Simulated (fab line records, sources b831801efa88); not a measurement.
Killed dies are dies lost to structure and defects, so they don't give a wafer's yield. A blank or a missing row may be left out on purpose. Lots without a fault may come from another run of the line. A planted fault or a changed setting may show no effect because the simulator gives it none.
fab line records | flow sky130
record lots=24 wafers=72 last_day=50
route steps=708 shown RES_XHIGH@341 VIA1@473 VIA2@508 CAPM@538
lots that met no fault: from a run of the same line without faults
start_h: hours from the record's first day to the start of the lot's first wafer shown | wait_h: hours since the lot's step before | " the same as in the row above | L1.1+2: a row that stands for several wafers | - no value, or no start given | * or withheld: withheld | < > ~ a bound
route shown NAME@n: a module of which the file shows steps, and the number in the route of the first | usual: mean/standard deviation of fault-free wafers | same: alike in all rows | chamber/n: place in a boat | sites: the reading at each site | _std_site: their standard deviation | _edge_site: outer sites' mean less inner sites' | radius_mm: how far each site lies from the wafer's centre | mask NAME#n: copy n | behind: the tool/chamber that last shaped the wafer | hold: why the lot was held/for how many hours/how that ended | device: the transistor (n, p or np) that didn't switch | end of line: the same wafers' tests at the end of the route | a step without rows: its recipe alone | killed: dies lost to structure and defects at the first sort, not the wafer's yield | map: a wafer's dies, x killed, . not, _ none there
set.NAME: the setting as run; set.NAME@STEP: as run at that earlier step | model.NAME: the simulator's own value behind a step, which no gauge read
steps of the route over a sample of lots; a table a step, a row a wafer
services: from which hour (start_h, from the record's first day; less than 0 if before it) a tool's chamber was out of use, for how many hours, and why
## steps
# step SKY_RES_XHIGH_TW_MEAS_09
# usual RES_XHIGH_TW=1635/11
# columns lot.wafer tool chamber start_h wait_h RES_XHIGH_TW
L074.1 film_metro-03 - 620.11 0.1 1643
L074.3 " - " " 1648
L074.4 " - " " 1655
L075.1 film_metro-02 - 629.31 0.1 1639
L075.5 " - " " 1629
L075.6 " - " " 1630
L076.1 film_metro-03 - 636.94 0.1 1636
L076.3 " - " " 1642
L076.5 " - " " 1637
L077.1 film_metro-02 - 650.29 0.1 1619
L077.2 " - " " 1619
L077.3 " - " " 1613
L078.2 film_metro-02 - 661.62 0.1 1608
L078.5 " - " " 1623
L078.6 " - " " 1621
L079.2 film_metro-03 - 664.60 0.1 1645
L079.4 " - " " 1656
L079.6 " - " " 1638
L080.2 film_metro-02 - 666.02 0.1 1617
L080.3 " - " " 1622
L080.6 " - " " 1622
L081.2 film_metro-03 - 675.25 0.1 1643
L081.5 " - " " 1654
L081.6 " - " " 1639
L082.3 film_metro-02 - 686.46 0.1 1634
L082.5 " - " " 1626
L082.6 " - " " 1630
L083.2 film_metro-03 - 694.60 0.1 1637
L083.5 " - " " 1647
L083.6 " - " " 1638
L084.4 film_metro-02 - 696.57 0.1 1635
L084.5 " - " " 1635
L084.6 " - " " 1625
L085.2 film_metro-01 - 707.27 0.1 1644
L085.3 " - " " 1641
L085.6 " - " " 1643
L086.1 film_metro-01 - 711.91 0.1 1641
L086.2 " - " " 1637
L086.3 " - " " 1639
L089.2 film_metro-02 - 757.07 0.1 1637
L089.3 " - " " 1631
L089.6 " - " " 1627
L087.1 film_metro-01 - 757.56 0.1 1638
L087.3 " - " " 1641
L087.6 " - " " 1638
L088.1 film_metro-02 - 758.39 0.1 1629
L088.2 " - " " 1632
L088.4 " - " " 1628
L090.1 film_metro-01 - 758.46 0.1 1646
L090.5 " - " " 1636
L090.6 " - " " 1636
L091.1 film_metro-03 - 759.04 0.1 1656
L091.2 " - " " 1636
L091.4 " - " " 1650
L092.3 film_metro-03 - 762.71 0.1 1649
L092.4 " - " " 1657
L092.5 " - " " 1651
L093.1 film_metro-03 - 767.04 0.1 1644
L093.5 " - " " 1644
L093.6 " - " " 1649
L094.3 film_metro-02 - 773.36 0.1 1630
L094.5 " - " " 1629
L094.6 " - " " 1632
L095.2 film_metro-01 - 784.22 0.1 1618
L095.4 " - " " 1625
L095.5 " - " " 1629
L096.4 film_metro-01 - 793.69 0.1 1627
L096.5 " - " " 1619
L096.6 " - " " 1621
L097.1 film_metro-02 - 803.39 0.1 1627
L097.5 " - " " 1626
L097.6 " - " " 1626
# step SKY_VIA1_ETCH_15
# recipe target=SiO2 chemistry=C4F8/O2/Ar target_depth_nm=351 stop_on=TiN mask_material=KrF-thick source_w=1500 bias_w=1200 pressure_mtorr=40 c4f8_flow_sccm=withheld O2_flow_sccm=6 Ar_flow_sccm=300 time_s=54
# usual oes_product_au=0.982/0.0078
# columns lot.wafer tool chamber start_h wait_h oes_product_au rf_hours_counter_h
L074.1 rie_diel-01 2 800.96 0.0 0.985 15
L074.3 " 1 " " 0.980 10
L074.4 " 3 " " 0.983 9
L075.1 rie_diel-03 0 802.51 0.0 0.983 41
L075.5 " 1 " " 0.988 -
L075.6 " 2 " " 0.980 -
L076.1 rie_diel-01 3 808.71 0.0 0.986 9
L076.3 " 2 " " 0.978 15
L076.5 " 2 " " 0.983 -
L077.1 rie_diel-03 1 819.64 0.0 0.978 13
L077.2 " 2 " " 0.988 3
L077.3 " 3 " " 0.976 0
L078.2 rie_diel-04 3 831.89 0.0 0.966 18
L078.5 " 3 " " 0.967 -
L078.6 " 0 " " 0.983 -
L079.2 rie_diel-04 1 835.59 0.0 0.985 5
L079.4 " 3 " " 0.979 -
L079.6 " 1 " " 0.983 -
L080.2 rie_diel-01 0 835.94 0.0 0.980 9
L080.3 " 1 " " 0.975 11
L080.6 " 1 " " 0.992 -
L081.2 rie_diel-04 3 845.94 0.0 0.973 18
L081.5 " 1 " " 0.985 -
L081.6 " 2 " " 0.965 -
L082.3 rie_diel-03 3 856.44 0.0 0.993 1
L082.5 " 1 " " 0.988 -
L082.6 " 2 " " 0.997 -
L083.2 rie_diel-03 1 862.61 0.0 0.979 15
L083.5 " 0 " " 0.980 -
L083.6 " 3 " " 0.980 -
L084.4 rie_diel-01 0 869.21 0.0 0.971 10
L084.5 " 3 " " 0.989 -
L084.6 " 0 " " 0.978 -
L085.2 rie_diel-01 0 873.81 0.0 0.978 10
L085.3 " 2 " " 0.984 17
L085.6 " 0 " " 0.971 -
L086.1 rie_diel-01 1 880.44 0.0 0.988 13
L086.2 " 0 " " 0.967 11
L086.3 " 2 " " 0.974 18
L089.2 rie_diel-01 1 920.81 0.0 0.993 14
L089.3 " 3 " " 0.992 12
L089.6 " 2 " " 0.982 -
L087.1 rie_diel-01 3 922.74 0.0 0.989 12
L087.3 " 2 " " 0.984 19
L087.6 " 3 " " 0.990 -
L088.1 rie_diel-03 1 923.09 0.0 0.981 17
L088.2 " 0 " " 0.984 3
L088.4 " 3 " " 0.987 4
L090.1 rie_diel-04 0 923.21 0.0 0.985 7
L090.5 " 1 " " 0.992 -
L090.6 " 0 " " 0.982 -
L091.1 rie_diel-03 1 923.79 0.0 0.979 17
L091.2 " 2 " " 0.973 7
L091.4 " 0 " " 0.975 3
L092.3 rie_diel-01 3 926.46 0.0 0.996 13
L092.4 " 0 " " 0.960 12
L092.5 " 0 " " 0.971 -
L093.1 rie_diel-03 2 930.84 0.0 0.992 7
L093.5 " 1 " " 0.994 -
L093.6 " 2 " " 0.993 -
L094.3 rie_diel-04 0 935.04 0.0 0.982 8
L094.5 " 3 " " 0.972 -
L094.6 " 1 " " 0.987 -
L095.2 rie_diel-04 0 950.44 0.0 0.984 8
L095.4 " 1 " " 0.993 -
L095.5 " 0 " " 0.983 -
L096.4 rie_diel-01 1 956.49 0.0 0.988 14
L096.5 " 3 " " 0.986 -
L096.6 " 0 " " 0.975 -
L097.1 rie_diel-03 0 965.51 0.0 0.980 4
L097.5 " 0 " " 0.983 -
L097.6 " 3 " " 0.986 -
# step SKY_VIA2_THK_MEAS_01
# recipe reads=SiO2_of_VIA2_HDPCVD_00
# usual VIA2_HDPCVD_THK=1175/21
# columns lot.wafer tool chamber start_h wait_h VIA2_HDPCVD_THK[nm]
L074.1 film_metro-04 - 830.77 0.1 1143
L074.3 " - " " 1149
L074.4 " - " " 1135
L075.1 film_metro-04 - 832.02 0.1 1142
L075.5 " - " " 1130
L075.6 " - " " 1142
L076.1 film_metro-04 - 838.07 0.1 1201
L076.3 " - " " 1188
L076.5 " - " " 1212
L077.1 film_metro-01 - 848.70 0.1 1172
L077.2 " - " " 1202
L077.3 " - " " 1175
L078.2 film_metro-02 - 859.89 0.1 1177
L078.5 " - " " 1188
L078.6 " - " " 1178
L079.2 film_metro-01 - 864.87 0.1 1167
L079.4 " - " " 1142
L079.6 " - " " 1133
L080.2 film_metro-02 - 865.22 0.1 1164
L080.3 " - " " 1186
L080.6 " - " " 1190
L081.2 film_metro-04 - 875.03 0.1 1173
L081.5 " - " " 1179
L081.6 " - " " 1203
L082.3 film_metro-01 - 884.94 0.1 1184
L082.5 " - " " 1201
L082.6 " - " " 1194
L083.2 film_metro-02 - 891.66 0.1 1147
L083.5 " - " " 1155
L083.6 " - " " 1170
L084.4 film_metro-02 - 897.60 0.0 1156
L084.5 " - " " 1155
L084.6 " - " " 1164
L085.2 film_metro-02 - 902.43 0.1 1170
L085.3 " - " " 1211
L085.6 " - " " 1200
L086.1 film_metro-02 - 908.52 0.1 1177
L086.2 " - " " 1164
L086.3 " - " " 1176
L089.2 film_metro-02 - 948.08 0.1 1163
L089.3 " - " " 1204
L089.6 " - " " 1199
L087.1 film_metro-02 - 949.85 0.1 1197
L087.3 " - " " 1158
L087.6 " - " " 1197
L088.1 film_metro-02 - 950.24 0.1 1223
L088.2 " - " " 1189
L088.4 " - " " 1193
L090.1 film_metro-02 - 950.58 0.1 1176
L090.5 " - " " 1192
L090.6 " - " " 1202
L091.1 film_metro-02 - 951.56 0.1 1203
L091.2 " - " " 1191
L091.4 " - " " 1203
L092.3 film_metro-04 - 953.53 0.1 1213
L092.4 " - " " 1197
L092.5 " - " " 1166
L093.1 film_metro-04 - 957.67 0.1 1192
L093.5 " - " " 1212
L093.6 " - " " 1184
L094.3 film_metro-02 - 961.74 0.1 1170
L094.5 " - " " 1176
L094.6 " - " " 1214
L095.2 film_metro-01 - 977.98 0.1 1184
L095.4 " - " " 1176
L095.5 " - " " 1185
L096.4 film_metro-04 - 984.36 0.0 1155
L096.5 " - " " 1164
L096.6 " - " " 1174
L097.1 film_metro-02 - 991.92 0.1 1151
L097.5 " - " " 1159
L097.6 " - " " 1149
# step SKY_VIA2_CMP_02
# recipe material=SiO2 down_force_psi=4 platen_rpm=60 pad_velocity_m_s=0.94248
# usual motor_current_A=12.7/0.94
# columns lot.wafer tool chamber start_h wait_h motor_current_A
L074.3 cmp-02 2 830.83 0.0 11.6
L074.1 " 3 " " 12.1
L074.4 " 0 " " 12.1
L075.1 cmp-02 1 832.13 0.1 12.6
L075.5 " 0 " " 13.0
L075.6 " 1 " " 13.4
L076.3 cmp-02 2 838.18 0.1 11.4
L076.1 " 3 " " 12.1
L076.5 " 1 " " 13.5
L077.1 cmp-01 3 848.76 0.1 13.7
L077.3 " 0 " " 13.4
L077.2 " 1 " " 14.1
L078.2 cmp-02 1 859.94 0.0 13.1
L078.6 " 1 " " 13.2
L078.5 " 2 " " 11.6
L079.2 cmp-02 0 864.97 0.1 12.7
L079.4 " 1 " " 13.3
L079.6 " 3 " " 11.7
L080.3 cmp-02 1 865.37 0.1 12.8
L080.2 " 2 " " 11.4
L080.6 " 3 " " 12.4
L081.2 cmp-01 1 875.20 0.2 14.1
L081.6 " 0 " " 13.7
L081.5 " 1 " " 14.3
L082.3 cmp-01 0 884.98 0.0 13.8
L082.5 " 0 " " 13.0
L082.6 " 1 " " 13.1
L083.2 cmp-02 1 891.81 0.1 13.2
L083.5 " 3 " " 11.9
L083.6 " 0 " " 12.8
L084.4 cmp-01 3 897.63 0.0 13.5
L084.5 " 3 " " 13.6
L084.6 " 0 " " 13.7
L085.3 cmp-01 1 902.60 0.1 13.6
L085.2 " 2 " " 11.7
L085.6 " 3 " " 13.3
L086.3 cmp-02 0 908.58 0.0 12.3
L086.1 " 1 " " 13.4
L086.2 " 3 " " 12.6
L089.2 cmp-02 3 948.13 0.0 11.8
L089.3 " 1 " " 13.0
L089.6 " 3 " " 12.0
L087.3 cmp-02 1 950.01 0.1 13.1
L087.1 " 2 " " 10.9
L087.6 " 0 " " 12.4
L088.2 cmp-02 2 950.30 0.0 11.7
L088.4 " 0 " " 13.0
L088.1 " 1 " " 13.0
L090.1 cmp-01 0 950.69 0.1 14.4
L090.6 " 3 " " 13.2
L090.5 " 0 " " 14.1
L091.2 cmp-02 0 951.77 0.2 12.1
L091.1 " 1 " " 13.0
L091.4 " 2 " " 11.1
L092.3 cmp-02 3 953.57 0.0 11.9
L092.4 " 1 " " 13.2
L092.5 " 3 " " 12.3
L093.1 cmp-01 1 957.73 0.1 14.1
L093.5 " 1 " " 13.1
L093.6 " 2 " " 10.9
L094.3 cmp-02 2 961.78 0.0 11.1
L094.5 " 2 " " 11.1
L094.6 " 3 " " 12.3
L095.4 cmp-01 3 978.65 0.6 13.5
L095.2 " 1 " " 15.2
L095.5 " 3 " " 13.3
L096.4 cmp-02 0 984.39 0.0 12.2
L096.6 " 0 " " 12.5
L096.5 " 1 " " 13.1
L097.1 cmp-01 0 992.13 0.2 13.8
L097.6 " 1 " " 14.0
L097.5 " 2 " " 10.9
# step SKY_VIA2_THK_MEAS_23
# recipe thk_meas_gauge=xrf reads=W_of_VIA2_CVD_21
# usual VIA2_W_THK=436/8.7
# columns lot.wafer tool chamber start_h wait_h VIA2_W_THK[nm]
L074.1 film_metro-01 - 858.05 0.1 441
L074.3 " - " " 433
L074.4 " - " " 440
L075.1 film_metro-01 - 859.67 0.1 429
L075.5 " - " " 438
L075.6 " - " " 425
L076.1 film_metro-04 - 865.13 0.1 428
L076.3 " - " " 427
L076.5 " - " " 429
L077.1 film_metro-04 - 876.02 0.1 429
L077.2 " - " " 432
L077.3 " - " " 438
L078.2 film_metro-01 - 886.99 0.1 434
L078.5 " - " " 435
L078.6 " - " " 431
L079.2 film_metro-01 - 892.34 0.1 436
L079.4 " - " " 431
L079.6 " - " " 437
L080.2 film_metro-02 - 892.63 0.1 432
L080.3 " - " " 433
L080.6 " - " " 432
L081.2 film_metro-04 - 902.15 0.1 437
L081.5 " - " " 436
L081.6 " - " " 430
L082.3 film_metro-04 - 910.73 0.1 433
L082.5 " - " " 434
L082.6 " - " " 441
L083.2 film_metro-01 - 918.67 0.1 423
L083.5 " - " " 431
L083.6 " - " " 422
L084.4 film_metro-04 - 924.40 0.1 437
L084.5 " - " " 437
L084.6 " - " " 431
L085.2 film_metro-01 - 929.73 0.1 428
L085.3 " - " " 429
L085.6 " - " " 429
L086.1 film_metro-01 - 935.36 0.1 442
L086.2 " - " " 428
L086.3 " - " " 447
L089.2 film_metro-01 - 974.17 0.1 437
L089.3 " - " " 425
L089.6 " - " " 426
L087.1 film_metro-04 - 976.43 0.1 452
L087.3 " - " " 453
L087.6 " - " " 438
L088.1 film_metro-01 - 976.72 0.1 441
L088.2 " - " " 435
L088.4 " - " " 433
L090.1 film_metro-01 - 977.04 0.1 430
L090.5 " - " " 448
L090.6 " - " " 430
L091.1 film_metro-01 - 978.57 0.1 443
L091.2 " - " " 462
L091.4 " - " " 438
L092.3 film_metro-02 - 980.50 0.1 427
L092.4 " - " " 444
L092.5 " - " " 444
L093.1 film_metro-01 - 983.36 0.1 454
L093.5 " - " " 452
L093.6 " - " " 429
L094.3 film_metro-04 - 987.69 0.1 429
L094.5 " - " " 432
L094.6 " - " " 429
L095.2 film_metro-04 - 1004.00 0.1 435
L095.4 " - " " 440
L095.5 " - " " 436
L096.4 film_metro-04 - 1009.34 0.1 464
L096.5 " - " " 436
L096.6 " - " " 452
L097.1 film_metro-02 - 1017.02 0.1 442
L097.5 " - " " 438
L097.6 " - " " 438
# step SKY_CAPM_THK_MEAS_01
# recipe reads=SiO2_of_CAPM_CVD_00
# usual CAPM_CVD_00_THK=15.59/0.23
# columns lot.wafer tool chamber start_h wait_h CAPM_CVD_00_THK[nm]
L074.1 film_metro-04 - 858.60 - 15.61
L074.3 " - " " 15.43
L074.4 " - " " 15.76
L075.1 film_metro-01 - 860.21 - 15.16
L075.5 " - " " 15.64
L075.6 " - " " 15.83
L076.1 film_metro-01 - 865.67 - 15.34
L076.3 " - " " 15.43
L076.5 " - " " 15.93
L077.1 film_metro-03 - 876.56 - 15.78
L077.2 " - " " 15.67
L077.3 " - " " 15.52
L078.2 film_metro-04 - 887.53 - 15.57
L078.5 " - " " 15.82
L078.6 " - " " 15.60
L079.2 film_metro-03 - 892.88 - 15.63
L079.4 " - " " 15.64
L079.6 " - " " 15.46
L080.2 film_metro-03 - 893.17 - 15.28
L080.3 " - " " 15.22
L080.6 " - " " 15.54
L081.2 film_metro-03 - 902.68 - 15.05
L081.5 " - " " 15.31
L081.6 " - " " 15.56
L082.3 film_metro-01 - 911.27 - 15.61
L082.5 " - " " 15.66
L082.6 " - " " 15.65
L083.2 film_metro-04 - 919.21 - 15.49
L083.5 " - " " 15.47
L083.6 " - " " 15.85
L084.4 film_metro-03 - 924.94 - 15.93
L084.5 " - " " 16.11
L084.6 " - " " 15.64
L085.2 film_metro-03 - 930.27 - 15.23
L085.3 " - " " 15.32
L085.6 " - " " 15.49
L086.1 film_metro-04 - 935.91 - 15.71
L086.2 " - " " 15.63
L086.3 " - " " 15.90
L089.2 film_metro-01 - 974.78 - 15.40
L089.3 " - " " 15.39
L089.6 " - " " 15.67
L087.1 film_metro-04 - 977.87 - 15.71
L087.3 " - " " 15.57
L087.6 " - " " 16.01
L088.1 film_metro-04 - 978.17 - 15.43
L088.2 " - " " 15.81
L088.4 " - " " 15.66
L090.1 film_metro-03 - 978.47 - 15.51
L090.5 " - " " 15.46
L090.6 " - " " 15.74
L091.1 film_metro-03 - 979.67 - 15.59
L091.2 " - " " 15.57
L091.4 " - " " 15.50
L092.3 film_metro-04 - 981.04 - 15.92
L092.4 " - " " 15.77
L092.5 " - " " 15.80
L093.1 film_metro-04 - 983.90 - 15.56
L093.5 " - " " 15.89
L093.6 " - " " 15.49
L094.3 film_metro-01 - 988.23 - 15.58
L094.5 " - " " 16.05
L094.6 " - " " 16.01
L095.2 film_metro-01 - 1004.54 - 15.27
L095.4 " - " " 15.58
L095.5 " - " " 15.70
L096.4 film_metro-04 - 1009.89 - 15.65
L096.5 " - " " 15.44
L096.6 " - " " 15.79
L097.1 film_metro-03 - 1017.57 - 15.61
L097.5 " - " " 15.95
L097.6 " - " " 15.36
## services
# columns tool chamber start_h hours kind
cmp-02 - 781.63 3.2 pm
cmp-02 - 790.58 0.8 repair
rie_diel-03 3 793.45 - clean
rie_diel-03 3 793.45 20.0 scheduled_down
cmp-02 - 803.06 4.3 repair
rie_diel-01 0 803.69 9.1 repair
cmp-02 - 806.43 1.7 repair
cmp-01 - 810.89 15.8 pm
rie_diel-01 - 824.05 2.8 pm
cmp-01 - 831.15 2.3 repair
rie_diel-03 0 835.04 3.9 repair
cmp-01 - 856.68 1.1 repair
rie_diel-04 - 890.97 15.6 pm
cmp-02 - 900.34 5.1 repair
rie_diel-04 2 918.90 34.7 repair
cmp-02 - 924.73 4.0 pm
cmp-02 - 928.73 - consumable_replace:conditioner
cmp-02 - 928.73 - consumable_replace:pad
rie_diel-01 1 940.29 6.3 repair
rie_diel-03 1 940.67 9.6 repair
cmp-01 - 951.59 1.4 repair
cmp-02 - 973.67 5.3 pm
rie_diel-01 3 980.89 4.1 repair
cmp-02 - 986.96 0.8 repair
## key
fault none
